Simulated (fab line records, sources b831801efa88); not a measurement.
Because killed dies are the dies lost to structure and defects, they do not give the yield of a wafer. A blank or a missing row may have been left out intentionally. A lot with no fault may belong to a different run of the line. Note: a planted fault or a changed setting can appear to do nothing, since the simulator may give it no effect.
fab line records	flow sky130
record lots=5	wafers=14	lastDay=49
route steps=708 shown METAL1@441 VIA1@458 PASSIVATION@682 PAD_OPEN@708
lots with no fault: from the same line, run without faults
startH: hours from the record's opening day to when the first of the lot's shown wafers began	waitH: hours elapsed since this lot's preceding step	" repeats the value in the row above	L1.1+2: a single row standing in for several wafers	- either no value or no given start	* or withheld: withheld	< > ~ a bound
route shown NAME@n: a module of which the file shows steps, and the number in the route of the first	usual: mean/standard deviation taken from wafers without a fault	same: alike in all rows	chamber/n: place in a boat	sites: each site's reading	_std_site: standard deviation across them	_edge_site: mean of outer sites minus mean of inner sites	radiusMm: for every site, how far away it sits from the centre of the wafer	mask NAME#n: copy n	behind: the last tool/chamber to shape the wafer	hold: why the lot was held/for how many hours/how that ended	device: which transistor (n, p or np) failed to switch	end of line: tests of these same wafers at the route's end	a step given without rows: its recipe and nothing more	killed: dies lost to structure and defects at the first sort, not the wafer's yield	map: shows each die of a wafer: x if killed, . if not, _ if none is there
set.NAME: the setting the step ran with; set.NAME@STEP: the setting that earlier step ran with	model.NAME: the simulator's own value behind a step, which no gauge read
certain route steps with their lots: each step a table, each wafer a row
services: when a tool's chamber went out of use (startH, in hours from the record's first day, below 0 if earlier), for how many hours, and the reason
## steps
# step SKY_METAL1_DEHYDRATE_07
# recipe tempC=200	timeS=60
# step SKY_METAL1_HMDS_08
# recipe primeTimeS=60	primeTempC=120
# step SKY_METAL1_COAT_09
# recipe resist=BARC	tempC=withheld	timeS=withheld	spinRpm=3000	resistThkNm=60
# step SKY_METAL1_COAT_10
# recipe resist=KrF-thick	spinRpm=3000	resistThkNm=450
# step SKY_METAL1_SOFTBAKE_11
# recipe tempC=100	timeS=90	resist=KrF-thick
# step SKY_METAL1_EXPOSE_12
# recipe maskId=MM1	na=0.8	sourceShape=annular	sigmaInner=0.55	sigmaOuter=0.85	targetCdNm=140	doseMj=28
# step SKY_METAL1_PEB_13
# recipe pebTempC=withheld	pebTimeS=withheld	resist=KrF-thick
# step SKY_METAL1_DEVELOP_14
# recipe developTimeS=60	resist=KrF-thick	devTempC=21
# step SKY_METAL1_CD_MEAS_15
# recipe targetCdNm=140
# usual cdNm=139.6/1.6
lot.wafer	tool	chamber	startH	waitH	cdNm
L910.2	cdSem-02	-	763.89	-	139.8
L910.3	"	-	"	"	138.8
L910.5	"	-	"	"	140.2
L917.3	cdSem-02	-	815.67	-	141.0
L917.5	"	-	"	"	141.3
L923.1	cdSem-02	-	861.98	-	139.9
L923.5	"	-	"	"	140.5
L923.6	"	-	"	"	141.4
L925.1	cdSem-02	-	870.34	-	135.7
L925.4	"	-	"	"	134.2
L925.5	"	-	"	"	135.9
L930.3	cdSem-02	-	912.12	-	140.8
L930.5	"	-	"	"	139.4
L930.6	"	-	"	"	139.9
# step SKY_METAL1_OVL_MEAS_16
# usual METAL1_OVL=-4/5.9
lot.wafer	tool	chamber	startH	waitH	METAL1_OVL[nm]
L910.2	overlay-02	-	764.00	0.1	-4
L910.3	"	-	"	"	5
L910.5	"	-	"	"	-6
L917.3	overlay-01	-	815.76	0.1	4
L917.5	"	-	"	"	1
L923.1	overlay-02	-	862.10	0.1	11
L923.5	"	-	"	"	7
L923.6	"	-	"	"	-1
L925.1	overlay-02	-	870.46	0.1	-3
L925.4	"	-	"	"	-9
L925.5	"	-	"	"	-3
L930.3	overlay-02	-	912.21	0.1	-1
L930.5	"	-	"	"	-1
L930.6	"	-	"	"	11
# step SKY_METAL1_DESCUM_17
# recipe chemistry=O2	sourcePowerW=150	biasPowerW=0	pressureMtorr=10	tempC=40	timeS=8
# step SKY_METAL1_ETCH_18
# recipe chemistry=N2/H2	target=BARC	ionEnergyEv=200	biasW=100	pressureMtorr=30	n2FlowSccm=100	h2FlowSccm=200	icpW=500	stopOn=SiO2	timeS=45.9	targetDepthA=600
# step SKY_METAL1_METAL_ETCH_19
# recipe targetDepthA=3600	stopOn=SiO2	overEtchFrac=0.3	timeS=78	chemistry=Cl2/BCl3	resistSidewallDeg=88	pressureMtorr=10	icpW=900	biasW=48.5	Cl2_flow_sccm=60	bcl3FlowSccm=30
# usual drypumpMotorCurrentA=5.62/0.13	oesProductAu=0.854/0.0061	rfFwdPowerW=894/3.4	throttleValvePct=22.264/0.0094
# same timeS=78
lot.wafer	tool	chamber	startH	waitH	drypumpMotorCurrentA	oesProductAu	rfFwdPowerW	rfHoursCounterH	throttleValvePct	model.KrF-thick_of_METAL1_COAT_10.thkNm	model.METAL1.cdNm
L910.2	rieMetal-01	0	764.13	0.0	5.57	0.854	894	4	22.276	161.7	138.4
L910.3	"	0	"	"	5.58	0.862	893	-	22.248	163.1	137.9
L910.5	"	0	"	"	5.56	0.849	893	-	22.267	161.9	138.8
L917.3	rieMetal-01	0	815.91	0.1	5.54	0.845	895	-	22.271	162.5	141.4
L917.5	"	1	"	"	5.44	0.849	890	-	22.275	210.8	148.1
L923.1	rieMetal-02	1	862.23	0.0	5.80	0.855	890	3	22.273	149.6	137.6
L923.5	"	1	"	"	5.79	0.850	889	-	22.272	151.4	138.4
L923.6	"	0	"	"	5.46	0.861	898	-	22.259	155.1	143.2
L925.1	rieMetal-04	1	870.69	0.1	5.73	0.853	896	15	22.274	165.5	130.9
L925.4	"	1	"	"	5.74	0.846	895	-	22.256	165.5	130.7
L925.5	"	1	"	"	5.74	0.862	897	-	22.272	164.1	131
L930.3	rieMetal-04	0	912.36	0.1	5.74	0.854	892	-	22.250	149	137.1
L930.5	"	0	"	"	5.72	0.851	895	-	22.268	151.8	137.4
L930.6	"	1	"	"	5.74	0.855	896	-	22.292	166	138.8
# step SKY_METAL1_STRIP_20
# recipe chemistry=O2/N2	powerW=1400	pressureMtorr=1500	platenTempC=withheld	o2FlowSccm=3000	n2FlowSccm=300	overashFraction=0.5
# usual drypumpMotorCurrentA=5.63/0.23	oesProductAu=0.344/0.0057	stripTimeToEndpointS=2.72/0.076
lot.wafer	tool	chamber	startH	waitH	drypumpMotorCurrentA	oesProductAu	rfHoursCounterH	stripTimeToEndpointS
L910.2	plasmaAsher-01	1	764.22	0.1	5.96	0.346	2	2.74
L910.3	"	0	"	"	5.45	0.342	-	2.74
L910.5	"	0	"	"	5.46	0.339	-	2.73
L917.3	plasmaAsher-02	1	816.00	0.1	5.60	0.355	-	2.74
L917.5	"	0	"	"	5.34	0.367	-	3.25
L923.1	plasmaAsher-02	1	862.32	0.1	5.59	0.339	105	2.60
L923.5	"	0	"	"	5.35	0.334	-	2.60
L923.6	"	1	"	"	5.61	0.343	-	2.65
L925.1	plasmaAsher-04	0	870.87	0.1	5.70	0.340	76	2.77
L925.4	"	0	"	"	5.69	0.347	-	2.76
L925.5	"	1	"	"	5.44	0.338	-	2.75
L930.3	plasmaAsher-01	0	912.45	0.1	5.47	0.334	-	2.60
L930.5	"	0	"	"	5.46	0.342	-	2.62
L930.6	"	1	"	"	5.95	0.349	-	2.78
# step SKY_METAL1_STRIP_21
# recipe chemistry=postEtchResidueRemover	timeS=1200	tempC=72.5
# step SKY_METAL1_CLEAN_22
# recipe chemistry=IPA	timeS=180	tempC=25
# step SKY_METAL1_CLEAN_23
# recipe chemistry=O3/DIW	dry=n2Spin
# step SKY_VIA1_HDPCVD_00
# recipe material=SiO2	targetThkNm=1030	sigmaOpenFrac=0.3	timeS=171.7	tempC=400	sih4FlowSccm=60	pressureMtorr=6
# step SKY_VIA1_THK_MEAS_01
# recipe reads=SiO2_of_VIA1_HDPCVD_00
# usual VIA1_HDPCVD_THK=1031/10
lot.wafer	tool	chamber	startH	waitH	VIA1_HDPCVD_THK[nm]
L910.2	filmMetro-04	-	765.01	0.1	1031
L910.3	"	-	"	"	1043
L910.5	"	-	"	"	1031
L917.3	filmMetro-04	-	816.69	0.1	1037
L917.5	"	-	"	"	1023
L923.1	filmMetro-04	-	863.04	0.1	1052
L923.5	"	-	"	"	1035
L923.6	"	-	"	"	1033
L925.1	filmMetro-03	-	871.60	0.1	1031
L925.4	"	-	"	"	1024
L925.5	"	-	"	"	1040
L930.3	filmMetro-04	-	913.14	0.1	1030
L930.5	"	-	"	"	1018
L930.6	"	-	"	"	1036
# step SKY_VIA1_CMP_02
# recipe material=SiO2	downForcePsi=4	platenRpm=60	padVelocityMS=0.94248
# step SKY_VIA1_BOW_MEAS_03
# recipe mode=bow
# usual VIA1_BOW=80/7.8
lot.wafer	tool	chamber	startH	waitH	VIA1_BOW[um]
L910.2	filmMetro-03	-	765.38	0.1	84
L910.3	"	-	"	"	92
L910.5	"	-	"	"	70
L917.3	filmMetro-03	-	817.07	0.1	76
L917.5	"	-	"	"	81
L923.1	filmMetro-03	-	863.40	0.1	86
L923.5	"	-	"	"	82
L923.6	"	-	"	"	83
L925.1	filmMetro-02	-	871.96	0.1	61
L925.4	"	-	"	"	60
L925.5	"	-	"	"	69
L930.3	filmMetro-02	-	913.52	0.2	73
L930.5	"	-	"	"	73
L930.6	"	-	"	"	83
# step SKY_VIA1_DEHYDRATE_04
# recipe tempC=200	timeS=60
# step SKY_VIA1_HMDS_05
# recipe primeTimeS=60	primeTempC=120
# step SKY_VIA1_COAT_06
# recipe resist=BARC	tempC=withheld	timeS=withheld	spinRpm=3000	resistThkNm=60
# step SKY_VIA1_COAT_07
# recipe resist=KrF-thick	spinRpm=3000	resistThkNm=450
# step SKY_VIA1_SOFTBAKE_08
# recipe tempC=100	timeS=90	resist=KrF-thick
# step SKY_VIA1_EXPOSE_09
# recipe maskId=VIM	na=0.8	sourceShape=annular	sigmaInner=0.55	sigmaOuter=0.85	targetCdNm=150	doseMj=38
# step SKY_VIA1_PEB_10
# recipe pebTempC=withheld	pebTimeS=withheld	resist=KrF-thick
# step SKY_VIA1_DEVELOP_11
# recipe developTimeS=60	resist=KrF-thick	devTempC=21
# step SKY_VIA1_CD_MEAS_12
# recipe targetCdNm=150
# usual cdNm=150.3/1.5
lot.wafer	tool	chamber	startH	waitH	cdNm
L910.2	cdSem-02	-	791.11	-	149.2
L910.3	"	-	"	"	148.6
L910.5	"	-	"	"	150.2
L917.3	cdSem-01	-	843.31	-	151.2
L917.5	"	-	"	"	149.9
L923.1	cdSem-01	-	889.29	-	151.7
L923.5	"	-	"	"	151.0
L923.6	"	-	"	"	150.8
L925.1	cdSem-02	-	898.04	-	151.1
L925.4	"	-	"	"	150.6
L925.5	"	-	"	"	151.9
L930.3	cdSem-01	-	937.86	-	150.9
L930.5	"	-	"	"	150.1
L930.6	"	-	"	"	149.6
# step SKY_VIA1_OVL_MEAS_13
# usual VIA1_OVL=0/4.1
lot.wafer	tool	chamber	startH	waitH	VIA1_OVL[nm]
L910.2	overlay-02	-	791.21	0.1	-4
L910.3	"	-	"	"	0
L910.5	"	-	"	"	-7
L917.3	overlay-02	-	843.40	0.1	6
L917.5	"	-	"	"	9
L923.1	overlay-01	-	889.41	0.1	0
L923.5	"	-	"	"	-1
L923.6	"	-	"	"	-1
L925.1	overlay-02	-	898.16	0.1	2
L925.4	"	-	"	"	-1
L925.5	"	-	"	"	1
L930.3	overlay-02	-	937.95	0.1	-11
L930.5	"	-	"	"	0
L930.6	"	-	"	"	-1
# step SKY_VIA1_ETCH_14
# recipe chemistry=N2/H2	target=BARC	ionEnergyEv=200	sourceW=500	biasW=100	pressureMtorr=30	n2FlowSccm=100	h2FlowSccm=200	stopOn=SiO2	timeS=45.9	targetDepthA=600
# usual drypumpMotorCurrentA=5.7/0.54	oesProductAu=0.855/0.0047	rfFwdPowerW=495.4/2.2	throttleValvePct=13.225/0.0093
# same timeS=45.9
lot.wafer	tool	chamber	startH	waitH	drypumpMotorCurrentA	oesProductAu	rfFwdPowerW	rfHoursCounterH	throttleValvePct
L910.2	rieDiel-04	1	791.24	0.0	5.2	0.864	497.2	9	13.222
L910.3	"	0	"	"	6.8	0.861	495.6	6	13.231
L910.5	"	0	"	"	6.8	0.848	497.6	-	13.210
L917.3	rieDiel-01	3	843.43	0.0	5.4	0.849	493.1	11	13.215
L917.5	"	0	"	"	6.4	0.853	492.8	-	13.228
L923.1	rieDiel-03	2	889.45	0.0	5.6	0.856	496.3	13	13.207
L923.5	"	0	"	"	6.4	0.852	492.8	-	13.230
L923.6	"	3	"	"	5.6	0.852	497.7	-	13.224
L925.1	rieDiel-04	2	898.20	0.0	5.6	0.854	490.2	24	13.235
L925.4	"	0	"	"	6.8	0.854	495.4	10	13.213
L925.5	"	0	"	"	6.8	0.852	496.7	-	13.234
L930.3	rieDiel-03	3	937.98	0.0	5.6	0.857	496.3	12	13.230
L930.5	"	2	"	"	5.6	0.856	496.6	-	13.230
L930.6	"	3	"	"	5.6	0.866	495.3	-	13.213
# step SKY_VIA1_ETCH_15
# recipe target=SiO2	chemistry=C4F8/O2/Ar	targetDepthNm=351	stopOn=TiN	maskMaterial=KrF-thick	sourceW=1500	biasW=1200	pressureMtorr=40	c4f8FlowSccm=withheld	O2_flow_sccm=6	Ar_flow_sccm=300	timeS=54
# usual oesProductAu=0.979/0.0064	rfFwdPowerW=1487/6.3
# same timeS=54
lot.wafer	tool	chamber	startH	waitH	oesProductAu	rfFwdPowerW	rfHoursCounterH
L910.2	rieDiel-04	1	791.28	0.0	0.975	1496	9
L910.3	"	0	"	"	0.970	1491	6
L910.5	"	0	"	"	0.994	1490	-
L917.3	rieDiel-01	3	843.47	0.0	0.988	1487	11
L917.5	"	0	"	"	0.974	1482	-
L923.1	rieDiel-03	2	889.49	0.0	0.980	1487	13
L923.5	"	0	"	"	0.972	1480	-
L923.6	"	3	"	"	0.977	1491	-
L925.1	rieDiel-04	2	898.24	0.0	0.981	1484	24
L925.4	"	0	"	"	0.981	1491	10
L925.5	"	0	"	"	0.978	1496	-
L930.3	rieDiel-03	3	938.02	0.0	0.983	1483	12
L930.5	"	2	"	"	0.981	1486	-
L930.6	"	3	"	"	0.979	1482	-
# step SKY_VIA1_STRIP_16
# recipe chemistry=O2/N2	powerW=1400	pressureMtorr=1500	platenTempC=withheld	o2FlowSccm=3000	n2FlowSccm=300	overashFraction=0.5
# usual drypumpMotorCurrentA=5.63/0.15	oesProductAu=0.416/0.005	stripTimeToEndpointS=4.465/0.021
lot.wafer	tool	chamber	startH	waitH	drypumpMotorCurrentA	oesProductAu	rfHoursCounterH	stripTimeToEndpointS
L910.2	plasmaAsher-03	0	791.33	0.0	5.64	0.418	35	4.515
L910.3	"	1	"	"	5.68	0.415	-	4.473
L910.5	"	0	"	"	5.63	0.418	-	4.469
L917.3	plasmaAsher-04	0	843.55	0.1	5.68	0.422	-	4.492
L917.5	"	0	"	"	5.67	0.417	-	4.473
L923.1	plasmaAsher-03	1	889.54	0.0	5.65	0.411	44	4.478
L923.5	"	1	"	"	5.70	0.418	-	4.504
L923.6	"	0	"	"	5.64	0.413	-	4.499
L925.1	plasmaAsher-01	0	898.29	0.0	5.47	0.416	15	4.461
L925.4	"	0	"	"	5.45	0.401	-	4.475
L925.5	"	0	"	"	5.47	0.411	-	4.485
L930.3	plasmaAsher-01	0	938.10	0.1	5.46	0.420	-	4.444
L930.5	"	1	"	"	5.97	0.418	-	4.463
L930.6	"	0	"	"	5.44	0.411	-	4.426
# step SKY_VIA1_STRIP_17
# recipe chemistry=postEtchResidueRemover	timeS=1200	tempC=72.5
# step SKY_VIA1_CLEAN_18
# recipe chemistry=IPA	timeS=180	tempC=25
# step SKY_VIA1_CLEAN_19
# recipe chemistry=O3/DIW	dry=n2Spin
# step SKY_VIA1_SPUTTER_20
# recipe material=TiN	targetThkNm=20	chamberPressurePa=5	powerW=4000	timeS=80
# step SKY_VIA1_CVD_21
# recipe material=W	targetThkNm=270	timeS=80.902	tempC=400	pressureTorr=40
# usual heaterPowerW=816/52
# same timeS=80.902
lot.wafer	tool	chamber	startH	waitH	heaterPowerW
L910.2	cvdW-02	1	792.02	0.0	785
L910.3	"	0	"	"	909
L910.5	"	1	"	"	778
L917.3	cvdW-02	0	844.20	0.1	877
L917.5	"	0	"	"	928
L923.1	cvdW-02	1	890.28	0.0	773
L923.5	"	1	"	"	786
L923.6	"	0	"	"	893
L925.1	cvdW-01	0	898.94	0.0	773
L925.4	"	0	"	"	791
L925.5	"	0	"	"	770
L930.3	cvdW-02	0	938.76	0.1	840
L930.5	"	1	"	"	740
L930.6	"	0	"	"	845
# step SKY_VIA1_RS_MEAS_22
# recipe thkMeasGauge=four-point-probe	reads=W_of_VIA1_CVD_21+TiN_of_VIA1_SPUTTER_20
# usual VIA1_W_RS=0.432/0.0042
lot.wafer	tool	chamber	startH	waitH	VIA1_W_RS[ohm/sq]
L910.2	filmMetro-04	-	792.14	0.1	0.432
L910.3	"	-	"	"	0.434
L910.5	"	-	"	"	0.429
L917.3	filmMetro-04	-	844.30	0.1	0.434
L917.5	"	-	"	"	0.430
L923.1	filmMetro-04	-	890.37	0.1	0.426
L923.5	"	-	"	"	0.432
L923.6	"	-	"	"	0.425
L925.1	filmMetro-03	-	899.12	0.2	0.428
L925.4	"	-	"	"	0.430
L925.5	"	-	"	"	0.428
L930.3	filmMetro-02	-	938.86	0.1	0.437
L930.5	"	-	"	"	0.430
L930.6	"	-	"	"	0.437
# step SKY_VIA1_THK_MEAS_23
# recipe thkMeasGauge=xrf	reads=W_of_VIA1_CVD_21
# usual VIA1_W_THK=265/3.1
lot.wafer	tool	chamber	startH	waitH	VIA1_W_THK[nm]
L910.2	filmMetro-04	-	792.25	0.1	265
L910.3	"	-	"	"	265
L910.5	"	-	"	"	268
L917.3	filmMetro-04	-	844.40	0.1	263
L917.5	"	-	"	"	264
L923.1	filmMetro-04	-	890.49	0.1	267
L923.5	"	-	"	"	264
L923.6	"	-	"	"	268
L925.1	filmMetro-03	-	899.24	0.1	266
L925.4	"	-	"	"	264
L925.5	"	-	"	"	265
L930.3	filmMetro-02	-	938.96	0.1	259
L930.5	"	-	"	"	262
L930.6	"	-	"	"	260
# step SKY_VIA1_CMP_24
# recipe stopOn=SiO2	tOverpolishS=15	downForcePsi=3.5	platenRpm=60	targetThkNm=0	padVelocityMS=0.94248
# usual headPressurePsi=3.499/0.0068	motorCurrentA=11.1/1.3	overpolishRunS=15.001/0.009	timeToEndpointS=64/3.9
lot.wafer	tool	chamber	startH	waitH	headPressurePsi	motorCurrentA	overpolishRunS	timeToEndpointS
L910.2	cmp-01	0	792.30	0.0	3.494	11.4	14.991	67
L910.3	"	2	"	"	3.488	10.3	15.002	65
L910.5	"	0	"	"	3.497	11.1	14.996	68
L917.3	cmp-02	2	844.59	0.2	3.498	11.9	15.016	56
L917.5	"	0	"	"	3.496	12.6	14.996	61
L923.1	cmp-01	2	890.60	0.1	3.491	9.7	14.993	62
L923.6	"	1	"	"	3.502	10.3	15.004	62
L923.5	"	2	"	"	3.491	10.0	14.985	62
L925.4	cmp-01	3	899.35	0.1	3.492	9.8	15.004	63
L925.1	"	0	"	"	3.494	11.2	15.006	61
L925.5	"	2	"	"	3.495	10.4	15.009	60
L930.3	cmp-02	1	939.15	0.2	3.499	11.2	15.011	61
L930.5	"	2	"	"	3.500	12.3	15.003	57
L930.6	"	3	"	"	3.496	14.2	15.010	63
# step SKY_PASSIVATION_THK_MEAS_01
# recipe reads=SiO2_of_PASSIVATION_CVD_00
# usual PASSIVATION_CVD_00_THK=90.6/1.1
lot.wafer	tool	chamber	startH	waitH	hold	PASSIVATION_CVD_00_THK[nm]
L910.2	filmMetro-02	-	1027.14	-	-	91.0
L910.3	"	-	"	"	-	88.9
L910.5	"	-	"	"	-	91.0
L917.3	filmMetro-04	-	1072.60	-	awaitDispo/0.2h/release	88.7
L917.5	"	-	"	"	awaitDispo/0.2h/release	91.8
L917.3	filmMetro-04	-	1072.93	0.3	-	88.8
L917.5	"	-	"	"	-	91.8
L923.1	filmMetro-02	-	1111.48	-	-	92.0
L923.5	"	-	"	"	-	93.4
L923.6	"	-	"	"	-	92.0
L925.1	filmMetro-02	-	1116.76	-	-	89.7
L925.4	"	-	"	"	-	92.5
L925.5	"	-	"	"	-	91.0
L930.3	filmMetro-03	-	1146.06	-	-	89.7
L930.5	"	-	"	"	-	91.3
L930.6	"	-	"	"	-	90.8
# step SKY_PASSIVATION_CVD_02
# recipe material=Si3N4	targetThkNm=540	tempC=400	timeS=withheld	rfW=450
# usual heaterPowerW=729/100	rfFwdPowerW=449.1/1.3
lot.wafer	tool	chamber	startH	waitH	hold	heaterPowerW	rfFwdPowerW
L910.2	pecvd-02	2	1027.19	0.0	-	693	447.6
L910.3	"	2	"	"	-	576	447.8
L910.5	"	0	"	"	-	791	452.6
L917.3	pecvd-01	1	1075.50	2.6	awaitDispo/2.5h/release	775	449.0
L917.5	"	1	"	"	awaitDispo/2.5h/release	837	448.1
L923.1	pecvd-02	2	1111.54	0.1	-	696	450.1
L923.5	"	1	"	"	-	709	449.2
L923.6	"	2	"	"	-	581	449.5
L925.1	pecvd-01	2	1116.82	0.1	-	743	448.8
L925.4	"	1	"	"	-	853	450.7
L925.5	"	2	"	"	-	838	447.7
L930.3	pecvd-02	1	1146.32	0.3	-	673	449.5
L930.5	"	1	"	"	-	702	447.4
L930.6	"	1	"	"	-	570	448.7
# step SKY_PAD_OPEN_PROBE_99
lot.wafer	tool	chamber	startH	waitH	model.etest.met1Comb.leakLog10AUm
L910.2	prober-02	-	1074.58	0.1	-11.93
L910.3	prober-02	-	1074.63	0.2	-12.12
L910.5	prober-02	-	1074.73	0.2	-11.9
L917.3	prober-02	-	1117.59	0.2	-11.91
L917.5	prober-02	-	1117.69	0.2	-9.746
L923.1	prober-02	-	1151.74	0.1	-11.97
L923.5+6	prober-02	-	1151.94	0.2	-12.02
L925.1	prober-02	-	1156.10	0.1	-11.88
L925.4	prober-02	-	1156.25	0.2	-12.02
L925.5	prober-02	-	1156.30	0.2	-12.11
L930.3	prober-01	-	1183.06	0.2	-12.18
L930.5	prober-01	-	1183.16	0.2	-11.99
L930.6	prober-01	-	1183.21	0.2	-11.97
# killed by level:class
L910.2 LI_CONTACT:geometricParticle:open=12 CONTACT:geometricParticle:open=9 METAL1:geometricParticle:short=8 METAL2:geometricParticle:short=7 CONTACT:geometricParticle:short=5 VIA3:geometricParticle:open=5 FIELD_ISO:geometricParticle:short=4 VIA2:geometricParticle:open=4
L910.3 VIA3:geometricParticle:open=8 CONTACT:geometricParticle:short=8 CONTACT:geometricParticle:open=7 VIA2:geometricParticle:open=7 FIELD_ISO:geometricParticle:short=6 LI_CONTACT:geometricParticle:open=6 FIELD_ISO:geometricParticle:open=5 METAL1:geometricParticle:short=5
L910.5 VIA1:geometricParticle:open=10 VIA2:geometricParticle:open=10 CONTACT:geometricParticle:open=6 VIA3:geometricParticle:open=6 POLY_GATE:geometricParticle:short=5 CONTACT:geometricParticle:short=5 FIELD_ISO:geometricParticle:open=4 FIELD_ISO:geometricParticle:short=4
L923.1 CONTACT:geometricParticle:open=10 FIELD_ISO:geometricParticle:open=9 LOCAL_INTERCONNECT:geometricParticle:short=8 CONTACT:geometricParticle:short=7 VIA3:geometricParticle:open=7 VIA1:geometricParticle:open=6 POLY_GATE:geometricParticle:short=5 POLY_GATE:geometricParticle:open=5
L923.5 METAL2:geometricParticle:short=12 LI_CONTACT:geometricParticle:open=12 VIA1:geometricParticle:open=11 CONTACT:geometricParticle:open=8 LOCAL_INTERCONNECT:geometricParticle:short=5 FIELD_ISO:geometricParticle:open=4 POLY_GATE:geometricParticle:open=4 VIA1:geometricParticle:short=4
L923.6 CONTACT:geometricParticle:open=14 CONTACT:geometricParticle:short=9 FIELD_ISO:geometricParticle:open=8 FIELD_ISO:geometricParticle:short=7 POLY_GATE:geometricParticle:open=7 VIA3:geometricParticle:open=6 METAL1:geometricParticle:short=6 VIA2:geometricParticle:open=5
L925.1 VIA1:geometricParticle:open=10 CONTACT:geometricParticle:open=8 VIA2:geometricParticle:open=7 VIA3:geometricParticle:open=7 VIA1:geometricParticle:short=6 LI_CONTACT:geometricParticle:short=5 POLY_GATE:geometricParticle:short=4 LI_CONTACT:geometricParticle:open=4
L925.4 VIA1:geometricParticle:open=12 CONTACT:geometricParticle:open=11 VIA2:geometricParticle:open=8 VIA3:geometricParticle:open=8 LOCAL_INTERCONNECT:geometricParticle:short=7 METAL1:geometricParticle:short=6 FIELD_ISO:geometricParticle:open=5 LI_CONTACT:geometricParticle:open=5
L925.5 VIA1:geometricParticle:open=15 CONTACT:geometricParticle:open=12 CONTACT:geometricParticle:short=6 VIA3:geometricParticle:open=6 POLY_GATE:geometricParticle:open=4 LI_CONTACT:geometricParticle:open=4 LOCAL_INTERCONNECT:geometricParticle:short=4 METAL1:geometricParticle:short=4
L930.3 CONTACT:geometricParticle:open=16 VIA1:geometricParticle:open=12 VIA2:geometricParticle:open=10 FIELD_ISO:geometricParticle:open=8 LI_CONTACT:geometricParticle:open=6 VIA1:geometricParticle:short=6 VIA2:geometricParticle:short=6 POLY_GATE:geometricParticle:open=5
L930.5 LI_CONTACT:geometricParticle:open=9 METAL1:geometricParticle:short=9 VIA3:geometricParticle:open=8 CONTACT:geometricParticle:open=7 VIA1:geometricParticle:open=7 FIELD_ISO:geometricParticle:open=6 LOCAL_INTERCONNECT:geometricParticle:short=5 FIELD_ISO:geometricParticle:short=4
L930.6 CONTACT:geometricParticle:open=10 VIA1:geometricParticle:open=8 METAL1:geometricParticle:short=6 METAL3:geometricParticle:short=6 FIELD_ISO:geometricParticle:short=5 CONTACT:geometricParticle:short=5 VIA2:geometricParticle:open=5 LI_CONTACT:geometricParticle:open=4
## services
tool	chamber	startH	hours	kind
cmp-01	-	744.00	4.0	pm
rieDiel-03	2	744.21	15.2	repair
cvdW-02	-	751.96	1.0	repair
cvdW-02	-	756.79	6.9	pm
pecvd-02	-	766.27	0.5	repair
rieDiel-03	2	779.88	4.0	repair
plasmaAsher-01	-	801.57	1.6	repair
rieDiel-03	0	808.15	3.3	repair
pecvd-02	0	812.88	3.3	repair
cvdW-02	1	819.17	5.3	repair
pecvd-02	1	830.21	4.1	repair
rieDiel-04	-	852.17	2.8	pm
rieDiel-03	1	852.93	1.3	repair
rieDiel-04	1	857.42	30.1	repair
cvdW-02	-	904.00	14.0	pm
rieDiel-03	0	905.80	64.4	repair
cvdW-02	0	925.85	10.8	repair
plasmaAsher-01	-	930.95	2.0	repair
cvdW-02	-	1009.27	0.8	repair
rieDiel-03	2	1026.15	22.1	repair
cvdW-02	0	1030.05	4.6	repair
cvdW-02	-	1038.38	9.4	repair
rieDiel-03	1	1081.67	7.4	repair
rieDiel-04	0	1143.39	4.2	repair
## key
firstSign step=SKY_METAL1_STRIP_20	reading=stripTimeToEndpointS	direction=up	sigmas=6.9	usual=*	struck=*
effect step=SKY_METAL1_STRIP_20	reading=oesProductAu	direction=up	sigmas=4.1	usual=0.344	struck=0.367
effect step=SKY_PASSIVATION_CVD_02	reading=hold	direction=added
modelEffect step=SKY_METAL1_METAL_ETCH_19	value=KrF-thick_of_METAL1_COAT_10.thkNm	without=172.6	struck=210.8
modelEffect step=SKY_PAD_OPEN_PROBE_99	value=etest.met1Comb.leakLog10AUm	without=-11.87	struck=-9.746
metAt SKY_METAL1_METAL_ETCH_19
struckWafers L917.5
sortLeftOut L917.5
onsetBetween 764.13 815.91
fault kind=processParameterDrift	tool=rieMetal-01	chamber=-	onsetH=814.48	steps=SKY_METAL1_METAL_ETCH_19	channel=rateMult	offset=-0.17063	shape=step	endH=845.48	scope=struckWafersOnly
# sortLeftOut: the simulated sort isn't trusted on such a fault, so these wafers' sort isn't shown, and their yield isn't known
